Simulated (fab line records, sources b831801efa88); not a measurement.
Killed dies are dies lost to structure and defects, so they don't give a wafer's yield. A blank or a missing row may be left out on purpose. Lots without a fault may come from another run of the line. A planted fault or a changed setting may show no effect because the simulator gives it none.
Which tool did it? | flow gf180mcu | 7 lots, 21 wafers sampled, at 2 steps of a route of 602

WHAT THE GAUGES READ, wafer by wafer
GF_STI_THK_MEAS_22.
lot  | measured    | on            | STI_OXIDATION_01_THK (nm)
L777 | day 2 15:44 | film_metro-01 | 15.28 15.28 15.27
L780 | day 3 07:32 | film_metro-04 | 14.74 14.99 14.64
L783 | day 3 21:52 | film_metro-04 | 15.52 15.46 15.69
L785 | day 4 06:17 | film_metro-03 | 15.10 15.24 15.06
L787 | day 4 17:02 | film_metro-03 | 14.95 14.95 15.07
L794 | day 6 05:06 | film_metro-03 | - - -
L796 | day 6 17:13 | film_metro-04 | 15.32 15.38 15.23

WHICH TOOL RAN EACH LOT (tool, then ch and the chambers of the sampled wafers, then the start)
lot  | GF_STI_CVD_03
L777 | lpcvd-02 ch 0, day 1 21:34
L780 | lpcvd-02 ch 0, day 2 14:40
L783 | lpcvd-01 ch 1, day 3 03:34
L785 | lpcvd-02 ch 0, day 3 13:34
L787 | lpcvd-01 ch 0, day 3 23:34
L794 | lpcvd-02 ch 1, day 5 10:44
L796 | lpcvd-01 ch 1, day 5 21:27
- GF_STI_CVD_03: deposits Si3N4 from DCS/NH3, target thk 207.16 nm, time 3551 s.

THE ANSWER, worked out from the rows above alone
Rule: what is usual is taken from the lots themselves. Put in order of their means at a reading, lots are off if they are a third of the lots or fewer, leave a main group of 4 or more, and stand apart from it by a gap of 3 or more times the standard deviation of the main group's means; of several such gaps the widest counts. A main group whose means are all the same, to the digits that the tables above print for the reading, isn't used. A lot without any number at a reading at which 4 lots or more have one is off too. The other lots that the step has rows for count as sound.
Off: L794, at GF_STI_THK_MEAS_22 (STI_OXIDATION_01_THK). Without a number there: L794. The main group: mean 15.18 nm, standard deviation 0.24.
A tool fits if, at a process step before that reading, it ran every lot that is off, and no sound lot after the first of them. The gauges at GF_STI_THK_MEAS_22 are tried like those tools. Can't be told from this: 2 tools fit, lpcvd-02 at GF_STI_CVD_03, film_metro-03 at GF_STI_THK_MEAS_22.

WHAT THE SIMULATOR HAD PUT IN
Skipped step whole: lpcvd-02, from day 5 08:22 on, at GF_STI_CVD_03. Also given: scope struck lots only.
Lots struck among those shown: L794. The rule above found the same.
